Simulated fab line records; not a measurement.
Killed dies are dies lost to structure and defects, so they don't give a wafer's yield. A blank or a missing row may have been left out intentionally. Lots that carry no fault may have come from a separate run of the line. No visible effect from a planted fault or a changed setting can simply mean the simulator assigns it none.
Struck lot and sound lot, side by side :: flow gf180mcu :: 16 steps out of a route of 602
Sound: these wafers, L383.1, L383.2, L383.3. Struck: wafer L382.3. (L382.2, L382.5 of the same lot were not struck and are left out.) The cause comes at the end.
Per side, at each step with rows, come the tool, then ch with its chambers, and then its first start. Under that, the readings that differ: sound wafers :: struck wafers :: difference of the means :: sigmas: that difference in standard deviations of wafers without a fault.
alike: readings whose means differ by less than 2 such deviations, and words and numbers that are the same on both sides. not compared: withheld readings, readings that some wafer has no value for, bounds like >300 that may hide the same value, and numbers for which the record gives no deviation and whose values overlap.
A row with sigmas, a row that says differs or no value, or rows on one side alone: a step with any of these is where the two part. Numbers that have no deviation but don't overlap get no sigmas and don't part them. A reading missing from all wafers of one side parts the sides only when that side holds two or more wafers.

first, 3 steps without rows for these wafers: GF_V4_EXPOSE_11 (exposes mask Via4, target cd 260 nm); GF_V4_PEB_12 (peb time 90 s); GF_V4_DEVELOP_13 (develop time 60 s).
GF_V4_CD_MEAS_14: target cd 260 nm.
  sound on cd_sem-02, day 26 05:24; struck on cd_sem-01, day 25 19:11
  alike: cd_nm
GF_V4_OVL_MEAS_15:
  sound on overlay-01, day 26 05:31; struck on overlay-01, day 25 19:17
  alike: V4_OVL
GF_V4_ETCH_16: etches BARC in N2/H2.
  sound on rie_diel-03 ch 0,1,3, day 26 05:33; struck on rie_diel-03 ch 3, day 25 19:19
  alike: drypump_motor_current_A, oes_product_au, throttle_valve_pct
GF_V4_ETCH_17: etches SiO2 in C4F8/O2/Ar, stops on TiN, target depth 630 nm.
  sound on rie_diel-03 ch 0,1,3; struck on rie_diel-03 ch 3
  alike: oes_product_au
GF_V4_STRIP_18: strips in O2/N2.
  sound on plasma_asher-04 ch 0,1, day 26 05:41; struck on plasma_asher-04 ch 1, day 25 19:27
  alike: drypump_motor_current_A, heater_power_w, oes_product_au
  not compared: rf_hours_counter_h
then, 2 steps without rows for these wafers: GF_V4_STRIP_19 (strips in post etch residue remover, time 1200 s); GF_V4_CLEAN_20 (cleans in DIW).
GF_V4_SPUTTER_21: material Ti, target thk 15 nm, time 80.02 s.
  sound on pvd_sputter-04, day 26 06:13; struck on pvd_sputter-04, day 25 20:20
  alike: throttle_valve_pct
GF_V4_SPUTTER_22: material TiN, target thk 10 nm, time 40 s.
  sound on pvd_sputter-04, day 26 06:17; struck on pvd_sputter-04, day 25 20:23
  alike: throttle_valve_pct
GF_V4_CVD_23: deposits W, target thk 350 nm, time 104.9 s.
  sound on cvd_w-02 ch 0,1, day 26 06:19; struck on cvd_w-01 ch 0, day 25 20:26
reading: model.W_of_V4_CVD_23.thk_nm (nm)
sound: 347.6 351.1 349.2
struck: 339.7
difference: -9.6
sigmas: 
  alike: heater_power_w
GF_V4_RS_MEAS_24: measures by four-point-probe.
  sound on film_metro-04, day 26 06:26; struck on film_metro-01, day 25 20:34
reading: V4_W_RS (ohm/sq)
sound: 0.330 0.326 0.328
struck: 0.337
difference: +0.009
sigmas: +3
GF_V4_THK_MEAS_25: measures by xrf.
  sound on film_metro-04, day 26 06:33; struck on film_metro-01, day 25 20:40
  alike: V4_W_THK
-- the record jumps here: 4 days lie between the struck wafers' starts before and after (it left off in module V4 and takes up again in module PASSIVATION, whose first step shown is number 602 of the route) --
GF_PASSIVATION_PROBE_99:
  rows exist in the record for the struck wafers here (prober-01, day 30 06:50), but not for the sound ones

== WHERE THEY PART ==
At GF_V4_RS_MEAS_24 first; at GF_PASSIVATION_PROBE_99 last (within this record only).

WHY: what the simulator had put in
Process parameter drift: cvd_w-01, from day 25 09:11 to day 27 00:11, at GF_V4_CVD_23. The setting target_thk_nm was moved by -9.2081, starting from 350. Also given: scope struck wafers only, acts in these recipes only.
